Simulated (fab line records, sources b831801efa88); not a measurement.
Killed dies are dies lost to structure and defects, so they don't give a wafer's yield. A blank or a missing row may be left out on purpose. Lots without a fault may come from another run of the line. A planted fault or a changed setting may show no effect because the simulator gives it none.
fab line records | flow sky130
record lots=5 wafers=23
route steps=708 shown METAL1@436 METAL2@483 VIA2@507 METAL3@532 CAPM@539
start_h: hours from the record's first day to the start of the lot's first wafer shown | wait_h: hours since the lot's step before | " the same as in the row above | L1.1+2: a row that stands for several wafers | - no value, or no start given | * or withheld: withheld | < > ~ a bound
route shown NAME@n: a module of which the file shows steps, and the number in the route of the first | usual: mean/standard deviation of fault-free wafers | same: alike in all rows | chamber/n: place in a boat | sites: the reading at each site | _std_site: their standard deviation | _edge_site: outer sites' mean less inner sites' | radius_mm: how far each site lies from the wafer's centre | mask NAME#n: copy n | behind: the tool/chamber that last shaped the wafer | hold: why the lot was held/for how many hours/how that ended | device: the transistor (n, p or np) that didn't switch | end of line: the same wafers' tests at the end of the route | a step without rows: its recipe alone | killed: dies lost to structure and defects at the first sort, not the wafer's yield | map: a wafer's dies, x killed, . not, _ none there
set.NAME: the setting as run; set.NAME@STEP: as run at that earlier step | model.NAME: the simulator's own value behind a step, which no gauge read
lots whose settings were changed on purpose; a table a step, a row a wafer
## steps
# step SKY_METAL1_SPUTTER_02
# recipe material=AlCu target_thk_nm=250 power_w=10600 time_s=13.3 chamber_pressure_pa=0.4
# columns lot.wafer tool chamber start_h wait_h set.chamber_pressure_pa model.AlCu_of_METAL1_SPUTTER_02.thk_nm
L079.1 pvd_sputter-03 - 813.31 0.0 0.3683 251.9
L079.2 " - " " 0.3683 251.2
L079.3 " - " " 0.3683 253.8
L079.4 " - " " 0.3683 253.5
L079.6 " - " " 0.3683 251.6
L077.1 pvd_sputter-03 - 814.77 0.0 0.3604 254.2
L077.2 " - " " 0.3604 254.4
L077.3 " - " " 0.3604 255.9
L077.5 " - " " 0.3604 255.2
L077.6 " - " " 0.3604 256.1
L080.1+4 pvd_sputter-04 - 820.93 0.0 0.4398 244
L080.2 " - " " 0.4398 244.4
L080.5 " - " " 0.4398 242.4
L080.6 " - " " 0.4398 243.7
L084.1 pvd_sputter-03 - 889.55 0.0 0.3532 257.5
L084.3 " - " " 0.3532 257.3
L084.4 " - " " 0.3532 253.5
L084.5 " - " " 0.3532 254.5
L084.6 " - " " 0.3532 255.3
L085.3 pvd_sputter-04 - 889.99 0.0 0.4 251.9
L085.4 " - " " 0.4 248.9
L085.5 " - " " 0.4 250.1
# step SKY_METAL1_SPUTTER_03
# recipe material=Ti target_thk_nm=5 power_w=3000 time_s=3.3 chamber_pressure_pa=0.4
# step SKY_METAL1_SPUTTER_04
# recipe material=TiN target_thk_nm=70 power_w=6500 time_s=58.3 chamber_pressure_pa=0.4
# step SKY_METAL1_RS_MEAS_05
# recipe thk_meas_gauge=four-point-probe reads=TiN_of_METAL1_SPUTTER_04+Ti_of_METAL1_SPUTTER_03+AlCu_of_METAL1_SPUTTER_02+TiN_of_METAL1_SPUTTER_01+Ti_of_METAL1_SPUTTER_00
# usual METAL1_ALCU_RS=0.1272/0.0015
# columns lot.wafer tool chamber start_h wait_h set.chamber_pressure_pa@METAL1_SPUTTER_02 METAL1_ALCU_RS[ohm/sq]
L079.1 film_metro-04 - 813.41 0.0 0.3683 0.1250
L079.2 " - " " 0.3683 0.1254
L079.3 " - " " 0.3683 0.1241
L079.4 " - " " 0.3683 0.1244
L079.6 " - " " 0.3683 0.1251
L077.1 film_metro-04 - 814.90 0.1 0.3604 0.1239
L077.2 " - " " 0.3604 0.1235
L077.3 " - " " 0.3604 0.1231
L077.5 " - " " 0.3604 0.1230
L077.6 " - " " 0.3604 0.1227
L080.1 film_metro-02 - 821.03 0.0 0.4398 0.1312
L080.2 " - " " 0.4398 0.1307
L080.4 " - " " 0.4398 0.1309
L080.5 " - " " 0.4398 0.1317
L080.6 " - " " 0.4398 0.1313
L084.1 film_metro-02 - 889.64 0.0 0.3532 0.1222
L084.3 " - " " 0.3532 0.1223
L084.4 " - " " 0.3532 0.1242
L084.5 " - " " 0.3532 0.1239
L084.6 " - " " 0.3532 0.1233
L085.3 film_metro-03 - 890.12 0.1 0.4 0.1261
L085.4 " - " " 0.4 0.1275
L085.5 " - " " 0.4 0.1266
# step SKY_METAL1_THK_MEAS_06
# recipe thk_meas_gauge=xrf reads=AlCu_of_METAL1_SPUTTER_02
# usual METAL1_ALCU_THK=245/3
# columns lot.wafer tool chamber start_h wait_h set.chamber_pressure_pa@METAL1_SPUTTER_02 METAL1_ALCU_THK[nm]
L079.1 film_metro-04 - 813.53 0.1 0.3683 248
L079.2 " - " " 0.3683 247
L079.3 " - " " 0.3683 249
L079.4 " - " " 0.3683 250
L079.6 " - " " 0.3683 249
L077.1 film_metro-04 - 815.02 0.1 0.3604 250
L077.2 " - " " 0.3604 250
L077.3 " - " " 0.3604 252
L077.5 " - " " 0.3604 250
L077.6 " - " " 0.3604 253
L080.1 film_metro-02 - 821.15 0.1 0.4398 239
L080.2 " - " " 0.4398 239
L080.4 " - " " 0.4398 240
L080.5 " - " " 0.4398 238
L080.6 " - " " 0.4398 239
L084.1 film_metro-02 - 889.76 0.1 0.3532 253
L084.3 " - " " 0.3532 252
L084.4 " - " " 0.3532 249
L084.5 " - " " 0.3532 248
L084.6 " - " " 0.3532 251
L085.3 film_metro-03 - 890.22 0.1 0.4 247
L085.4 " - " " 0.4 244
L085.5 " - " " 0.4 245
# step SKY_METAL1_DEVELOP_14
# recipe develop_time_s=60 resist=KrF-thick dev_temp_c=21
# columns lot.wafer tool chamber start_h wait_h set.develop_time_s
L079.1+4 litho_track-01 0 - - 55.3
L079.2+3+6 " 0 " " 60
L077.1+2+6 litho_track-04 0 - - 60
L077.3+5 " 0 " " 52.28
L080.1+4 litho_track-04 0 - - 60
L080.2+5+6 " 0 " " 64.6
L084.1+5 litho_track-02 0 - - 60
L084.3+4+6 " 0 " " 54.9
L085.3+4+5 litho_track-02 0 - - 60
# step SKY_METAL1_CD_MEAS_15
# recipe target_cd_nm=140
# usual cd_nm=140.3/1.3
# columns lot.wafer tool chamber start_h wait_h set.develop_time_s@METAL1_DEVELOP_14 cd_nm
L079.1 cd_sem-02 - 838.62 - 55.3 142.3
L079.2 " - " " 60 140.8
L079.3 " - " " 60 140.2
L079.4 " - " " 55.3 142.2
L079.6 " - " " 60 139.8
L077.1 cd_sem-01 - 840.46 - 60 137.5
L077.2 " - " " 60 140.0
L077.3 " - " " 52.28 143.3
L077.5 " - " " 52.28 142.4
L077.6 " - " " 60 140.7
L080.1 cd_sem-02 - 846.86 - 60 139.2
L080.2 " - " " 64.6 137.5
L080.4 " - " " 60 139.1
L080.5 " - " " 64.6 137.2
L080.6 " - " " 64.6 138.3
L084.1 cd_sem-01 - 914.33 - 60 139.1
L084.3 " - " " 54.9 142.0
L084.4 " - " " 54.9 141.8
L084.5 " - " " 60 138.8
L084.6 " - " " 54.9 142.3
L085.3 cd_sem-02 - 914.72 - 60 139.0
L085.4 " - " " 60 137.1
L085.5 " - " " 60 139.4
# step SKY_METAL2_SPUTTER_00
# recipe material=Ti target_thk_nm=15 power_w=3000 time_s=10 chamber_pressure_pa=0.4
# columns lot.wafer tool chamber start_h wait_h set.power_w model.Ti_of_METAL2_SPUTTER_00.thk_nm
L079.1 pvd_sputter-03 - 866.88 0.1 2688 13.64
L079.2 " - " " 2688 13.76
L079.3 " - " " 3000 15.18
L079.4 " - " " 2688 13.59
L079.6 " - " " 3000 15.17
L077.1 pvd_sputter-03 - 868.07 0.2 3000 14.91
L077.2 " - " " 3269 16.51
L077.3 " - " " 3000 15.02
L077.5 " - " " 3269 16.2
L077.6 " - " " 3269 16.41
L080.1 pvd_sputter-04 - 875.99 0.2 3000 15.26
L080.2 " - " " 3000 15.29
L080.4 " - " " 3000 15.21
L080.5 " - " " 3000 15.2
L080.6 " - " " 3000 14.87
L084.1 pvd_sputter-02 - 940.96 0.2 2733 13.82
L084.3 " - " " 2733 13.39
L084.4 " - " " 3000 14.99
L084.5 " - " " 2733 13.52
L084.6 " - " " 3000 15.04
L085.3 pvd_sputter-04 - 941.43 0.1 3000 14.53
L085.4+5 " - " " 3000 14.79
# step SKY_METAL2_DEVELOP_14
# recipe develop_time_s=60 resist=KrF-thick dev_temp_c=21
# columns lot.wafer tool chamber start_h wait_h set.dev_temp_c
L079.1+3+6 litho_track-02 0 - - 21
L079.2+4 " 0 " " 23.62
L077.1+2+3 litho_track-02 0 - - 17.7
L077.5+6 " 0 " " 21
L080.1+2+4+5+6 litho_track-03 0 - - 21
L084.1+3+6 litho_track-02 0 - - 21
L084.4+5 " 0 " " 24.55
L085.3+4+5 litho_track-03 0 - - 21
# step SKY_METAL2_DESCUM_17
# recipe chemistry=O2 source_power_w=150 bias_power_w=0 pressure_mtorr=10 temp_c=40 time_s=8
# step SKY_METAL2_ETCH_18
# recipe chemistry=N2/H2 target=BARC ion_energy_ev=200 bias_w=102.4 pressure_mtorr=30 n2_flow_sccm=100 h2_flow_sccm=200 icp_w=500 stop_on=SiO2 time_s=45.9 target_depth_a=600
# columns lot.wafer tool chamber start_h wait_h set.dev_temp_c@METAL2_DEVELOP_14 model.METAL2.cd_nm
L079.1 rie_metal-04 1 893.96 0.0 21 139.2
L079.2 " 0 " " 23.62 138.2
L079.3 " 1 " " 21 140.4
L079.4 " 0 " " 23.62 136.7
L079.6 " 0 " " 21 140.7
L077.1 rie_metal-03 1 895.26 0.0 17.7 144.2
L077.2 " 0 " " 17.7 144.7
L077.3 " 0 " " 17.7 143.3
L077.5 " 0 " " 21 141.2
L077.6 " 1 " " 21 140
L080.1 rie_metal-03 1 902.58 0.0 21 139.5
L080.2 " 0 " " 21 140.5
L080.4 " 0 " " 21 139.7
L080.5 " 1 " " 21 138.9
L080.6 " 0 " " 21 140.4
L084.1 rie_metal-03 0 965.76 0.0 21 141.9
L084.3 " 0 " " 21 143.1
L084.4 " 1 " " 24.55 139.7
L084.5 " 1 " " 24.55 139.2
L084.6 " 0 " " 21 141
L085.3 rie_metal-04 0 967.35 0.0 21 138.2
L085.4 " 1 " " 21 139.9
L085.5 " 1 " " 21 139.3
# step SKY_VIA2_HDPCVD_00
# recipe material=SiO2 target_thk_nm=1180 sigma_open_frac=0.3 time_s=196.7 temp_c=400 sih4_flow_sccm=60 pressure_mtorr=6
# columns lot.wafer tool chamber start_h wait_h set.time_s model.SiO2_of_VIA2_HDPCVD_00.thk_nm
L079.1 hdpcvd-02 1 894.71 0.0 196.7 -
L079.2 " 0 " " 217 1336
L079.3 " 2 " " 217 -
L079.4 " 1 " " 196.7 1196
L079.6 " 0 " " 217 1328
L077.1 hdpcvd-01 1 896.02 0.0 218.6 1295
L077.2 " 2 " " 196.7 1163
L077.3 " 1 " " 218.6 1304
L077.5 " 2 " " 218.6 1298
L077.6 " 1 " " 196.7 1175
L080.1 hdpcvd-02 1 903.32 0.0 196.7 1175
L080.2 " 2 " " 196.7 1160
L080.4 " 2 " " 196.7 1159
L080.5 " 1 " " 196.7 1182
L080.6 " 0 " " 196.7 1163
L084.1+6 hdpcvd-01 2,0 966.52 0.0 196.7 1181
L084.3 " 0 " " 205.2 -
L084.4 " 1 " " 205.2 1230
L084.5 " 2 " " 196.7 1183
L085.3+4 hdpcvd-02 1,0 968.08 0.0 196.7 1182
L085.5 " 1 " " 196.7 1159
# step SKY_VIA2_THK_MEAS_01
# recipe reads=SiO2_of_VIA2_HDPCVD_00
# usual VIA2_HDPCVD_THK=1185/13
# columns lot.wafer tool chamber start_h wait_h set.time_s@VIA2_HDPCVD_00 VIA2_HDPCVD_THK[nm]
L079.1 film_metro-02 - 894.83 0.1 196.7 1198
L079.2 " - " " 217 1337
L079.3 " - " " 217 1331
L079.4 " - " " 196.7 1196
L079.6 " - " " 217 1329
L077.1 film_metro-01 - 896.21 0.1 218.6 1293
L077.2 " - " " 196.7 1162
L077.3 " - " " 218.6 1304
L077.5 " - " " 218.6 1298
L077.6 " - " " 196.7 1174
L080.1 film_metro-03 - 903.45 0.1 196.7 1174
L080.2 " - " " 196.7 1161
L080.4 " - " " 196.7 1159
L080.5 " - " " 196.7 1181
L080.6 " - " " 196.7 1163
L084.1 film_metro-02 - 966.64 0.1 196.7 1180
L084.3 " - " " 205.2 1249
L084.4 " - " " 205.2 1229
L084.5 " - " " 196.7 1183
L084.6 " - " " 196.7 1181
L085.3 film_metro-02 - 968.23 0.1 196.7 1182
L085.4 " - " " 196.7 1182
L085.5 " - " " 196.7 1158
# step SKY_VIA2_CVD_21
# recipe material=W target_thk_nm=420 time_s=126.4 temp_c=400 pressure_torr=40
# columns lot.wafer tool chamber start_h wait_h set.temp_c model.W_of_VIA2_CVD_21.thk_nm
L079.1 cvd_w-01 0 921.05 0.0 400 421.3
L079.2 " 1 " " 407 474.3
L079.3 " 0 " " 407 474.2
L079.4 " 1 " " 407 473.9
L079.6 " 0 " " 400 423
L077.1 cvd_w-02 0 922.65 0.0 400 414.4
L077.2+6 " 1 " " 400 416.3
L077.3 " 1 " " 406.5 464.6
L077.5 " 0 " " 406.5 467.5
L080.1 cvd_w-01 1 929.38 0.0 403 448.2
L080.2 " 0 " " 400 427.5
L080.4 " 0 " " 403 447.1
L080.5 " 0 " " 400 426.2
L080.6 " 1 " " 403 451.4
L084.1 cvd_w-02 0 993.85 0.0 400 418.1
L084.3 " 0 " " 400 413.9
L084.4 " 1 " " 403.5 436.3
L084.5 " 0 " " 403.5 444.1
L084.6 " 1 " " 403.5 437.5
L085.3 cvd_w-02 1 995.36 0.1 400 412.5
L085.4 " 0 " " 400 417.5
L085.5 " 0 " " 400 418.6
# step SKY_VIA2_RS_MEAS_22
# recipe thk_meas_gauge=four-point-probe reads=W_of_VIA2_CVD_21+TiN_of_VIA2_SPUTTER_20
# usual VIA2_W_RS=0.274/0.0036
# columns lot.wafer tool chamber start_h wait_h set.temp_c@VIA2_CVD_21 VIA2_W_RS[ohm/sq]
L079.1 film_metro-01 - 921.18 0.1 400 0.271
L079.2 " - " " 407 0.241
L079.3 " - " " 407 0.241
L079.4 " - " " 407 0.241
L079.6 " - " " 400 0.271
L077.1 film_metro-03 - 922.78 0.1 400 0.276
L077.2 " - " " 400 0.276
L077.3 " - " " 406.5 0.246
L077.5 " - " " 406.5 0.245
L077.6 " - " " 400 0.276
L080.1 film_metro-01 - 929.51 0.1 403 0.255
L080.2 " - " " 400 0.268
L080.4 " - " " 403 0.256
L080.5 " - " " 400 0.269
L080.6 " - " " 403 0.254
L084.1 film_metro-02 - 993.98 0.1 400 0.274
L084.3 " - " " 400 0.277
L084.4 " - " " 403.5 0.263
L084.5 " - " " 403.5 0.258
L084.6 " - " " 403.5 0.262
L085.3 film_metro-01 - 995.49 0.1 400 0.278
L085.4 " - " " 400 0.274
L085.5 " - " " 400 0.273
# step SKY_VIA2_THK_MEAS_23
# recipe thk_meas_gauge=xrf reads=W_of_VIA2_CVD_21
# usual VIA2_W_THK=410/9.3
# columns lot.wafer tool chamber start_h wait_h set.temp_c@VIA2_CVD_21 VIA2_W_THK[nm]
L079.1 film_metro-01 - 921.30 0.1 400 407
L079.2 " - " " 407 457
L079.3 " - " " 407 456
L079.4 " - " " 407 457
L079.6 " - " " 400 407
L077.1 film_metro-03 - 922.90 0.1 400 404
L077.2 " - " " 400 406
L077.3 " - " " 406.5 457
L077.5 " - " " 406.5 455
L077.6 " - " " 400 407
L080.1 film_metro-01 - 929.63 0.1 403 429
L080.2 " - " " 400 412
L080.4 " - " " 403 433
L080.5 " - " " 400 412
L080.6 " - " " 403 436
L084.1 film_metro-02 - 994.10 0.1 400 423
L084.3 " - " " 400 416
L084.4 " - " " 403.5 439
L084.5 " - " " 403.5 447
L084.6 " - " " 403.5 444
L085.3 film_metro-01 - 995.59 0.1 400 402
L085.4 " - " " 400 407
L085.5 " - " " 400 406
# step SKY_METAL3_SPUTTER_00
# recipe material=Ti target_thk_nm=15 power_w=3000 time_s=10 chamber_pressure_pa=0.4
# columns lot.wafer tool chamber start_h wait_h set.power_w model.Ti_of_METAL3_SPUTTER_00.thk_nm
L079.1 pvd_sputter-01 - 921.66 0.1 3246 16.41
L079.2 " - " " 3000 15.13
L079.3 " - " " 3246 16.34
L079.4 " - " " 3000 15.18
L079.6 " - " " 3246 16.4
L077.1 pvd_sputter-04 - 923.26 0.2 3127 15.52
L077.2 " - " " 3127 15.6
L077.3 " - " " 3000 14.98
L077.5 " - " " 3000 14.82
L077.6 " - " " 3000 14.88
L080.1 pvd_sputter-01 - 929.99 0.2 3000 15.03
L080.2 " - " " 3000 14.97
L080.4 " - " " 3000 15.15
L080.5 " - " " 3335 16.67
L080.6 " - " " 3335 16.7
L084.1 pvd_sputter-03 - 994.46 0.2 3000 14.79
L084.3 " - " " 2796 13.84
L084.4 " - " " 3000 14.88
L084.5 " - " " 3000 14.93
L084.6 " - " " 2796 13.98
L085.3 pvd_sputter-01 - 995.93 0.2 3000 14.93
L085.4 " - " " 3000 15.02
L085.5 " - " " 3000 15.09
# step SKY_CAPM_SPUTTER_02
# recipe material=TiN target_thk_nm=200 temp_c=300 power_w=6500 time_s=166.7 chamber_pressure_pa=0.4
# columns lot.wafer tool chamber start_h wait_h set.time_s model.TiN_of_CAPM_SPUTTER_02.thk_nm
L079.1 pvd_sputter-02 - 921.91 0.1 166.7 198.6
L079.2 " - " " 157.7 190.2
L079.3 " - " " 166.7 198.1
L079.4 " - " " 166.7 201
L079.6 " - " " 157.7 189.1
L077.1 pvd_sputter-02 - 923.50 0.1 166.7 203.6
L077.2 " - " " 166.7 199.1
L077.3 " - " " 166.7 200.7
L077.5 " - " " 181.4 216.4
L077.6 " - " " 181.4 220.1
L080.1 pvd_sputter-03 - 930.24 0.1 166.7 198.6
L080.2 " - " " 166.7 196.9
L080.4 " - " " 142.5 170.5
L080.5 " - " " 142.5 168.1
L080.6 " - " " 142.5 168.9
L084.1 pvd_sputter-01 - 994.70 0.1 145.9 173.6
L084.3 " - " " 166.7 200.2
L084.4 " - " " 166.7 197.8
L084.5 " - " " 166.7 199.3
L084.6 " - " " 145.9 171.3
L085.3 pvd_sputter-02 - 996.17 0.0 166.7 199.8
L085.4 " - " " 166.7 201.9
L085.5 " - " " 166.7 199.7
# step SKY_CAPM_RS_MEAS_03
# recipe thk_meas_gauge=four-point-probe reads=TiN_of_CAPM_SPUTTER_02
# usual CAPM_TIN_RS=6.92/0.065
# columns lot.wafer tool chamber start_h wait_h set.time_s@CAPM_SPUTTER_02 CAPM_TIN_RS[ohm/sq]
L079.1 film_metro-03 - 922.02 0.1 166.7 6.95
L079.2 " - " " 157.7 7.27
L079.3 " - " " 166.7 6.97
L079.4 " - " " 166.7 6.87
L079.6 " - " " 157.7 7.33
L077.1 film_metro-02 - 923.60 0.1 166.7 6.79
L077.2 " - " " 166.7 6.95
L077.3 " - " " 166.7 6.89
L077.5 " - " " 181.4 6.39
L077.6 " - " " 181.4 6.27
L080.1 film_metro-02 - 930.35 0.1 166.7 6.96
L080.2 " - " " 166.7 7.03
L080.4 " - " " 142.5 8.15
L080.5 " - " " 142.5 8.27
L080.6 " - " " 142.5 8.23
L084.1 film_metro-04 - 994.81 0.1 145.9 8.00
L084.3 " - " " 166.7 6.90
L084.4 " - " " 166.7 7.00
L084.5 " - " " 166.7 6.93
L084.6 " - " " 145.9 8.10
L085.3 film_metro-03 - 996.32 0.1 166.7 6.92
L085.4 " - " " 166.7 6.84
L085.5 " - " " 166.7 6.93
# step SKY_CAPM_THK_MEAS_04
# recipe thk_meas_gauge=xrf reads=TiN_of_CAPM_SPUTTER_02
# usual CAPM_TIN_THK=199.8/2
# columns lot.wafer tool chamber start_h wait_h set.time_s@CAPM_SPUTTER_02 CAPM_TIN_THK[nm]
L079.1 film_metro-03 - 922.14 0.1 166.7 196.9
L079.2 " - " " 157.7 189.7
L079.3 " - " " 166.7 195.2
L079.4 " - " " 166.7 200.3
L079.6 " - " " 157.7 187.8
L077.1 film_metro-02 - 923.72 0.1 166.7 203.9
L077.2 " - " " 166.7 198.9
L077.3 " - " " 166.7 200.7
L077.5 " - " " 181.4 216.8
L077.6 " - " " 181.4 220.7
L080.1 film_metro-02 - 930.47 0.1 166.7 198.9
L080.2 " - " " 166.7 197.6
L080.4 " - " " 142.5 170.0
L080.5 " - " " 142.5 167.8
L080.6 " - " " 142.5 169.8
L084.1 film_metro-04 - 994.93 0.1 145.9 173.8
L084.3 " - " " 166.7 200.6
L084.4 " - " " 166.7 198.8
L084.5 " - " " 166.7 200.5
L084.6 " - " " 145.9 172.6
L085.3 film_metro-03 - 996.42 0.1 166.7 199.3
L085.4 " - " " 166.7 202.5
L085.5 " - " " 166.7 199.7
## key
split step=SKY_METAL1_SPUTTER_02 setting=chamber_pressure_pa stated=0.4 by=lot
response step=SKY_METAL1_SPUTTER_02 reading=model.AlCu_of_METAL1_SPUTTER_02.thk_nm change=-0.537 per=1% r=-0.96
response step=SKY_METAL1_RS_MEAS_05 reading=METAL1_ALCU_RS change=+0.000372 per=1% r=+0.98
response step=SKY_METAL1_THK_MEAS_06 reading=METAL1_ALCU_THK change=-0.556 per=1% r=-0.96
split step=SKY_METAL1_DEVELOP_14 setting=develop_time_s stated=60 by=wafer
response step=SKY_METAL1_CD_MEAS_15 reading=cd_nm change=-0.271 per=1% r=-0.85
split step=SKY_METAL2_SPUTTER_00 setting=power_w stated=3000 by=wafer
response step=SKY_METAL2_SPUTTER_00 reading=model.Ti_of_METAL2_SPUTTER_00.thk_nm change=+0.154 per=1% r=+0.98
split step=SKY_METAL2_DEVELOP_14 setting=dev_temp_c stated=21 by=wafer
response step=SKY_METAL2_ETCH_18 reading=model.METAL2.cd_nm change=-0.189 per=1% r=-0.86
split step=SKY_VIA2_HDPCVD_00 setting=time_s stated=196.7 by=wafer
response step=SKY_VIA2_HDPCVD_00 reading=model.SiO2_of_VIA2_HDPCVD_00.thk_nm change=+12.1 per=1% r=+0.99
response step=SKY_VIA2_THK_MEAS_01 reading=VIA2_HDPCVD_THK change=+12.4 per=1% r=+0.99
split step=SKY_VIA2_CVD_21 setting=temp_c stated=400 by=wafer
response step=SKY_VIA2_CVD_21 reading=model.W_of_VIA2_CVD_21.thk_nm change=+29.8 per=1% r=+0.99
response step=SKY_VIA2_RS_MEAS_22 reading=VIA2_W_RS change=-0.0176 per=1% r=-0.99
response step=SKY_VIA2_THK_MEAS_23 reading=VIA2_W_THK change=+29.1 per=1% r=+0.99
split step=SKY_METAL3_SPUTTER_00 setting=power_w stated=3000 by=wafer
response step=SKY_METAL3_SPUTTER_00 reading=model.Ti_of_METAL3_SPUTTER_00.thk_nm change=+0.147 per=1% r=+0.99
split step=SKY_CAPM_SPUTTER_02 setting=time_s stated=166.7 by=wafer
response step=SKY_CAPM_SPUTTER_02 reading=model.TiN_of_CAPM_SPUTTER_02.thk_nm change=+2.01 per=1% r=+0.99
response step=SKY_CAPM_RS_MEAS_03 reading=CAPM_TIN_RS change=-0.0811 per=1% r=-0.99
response step=SKY_CAPM_THK_MEAS_04 reading=CAPM_TIN_THK change=+2.02 per=1% r=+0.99
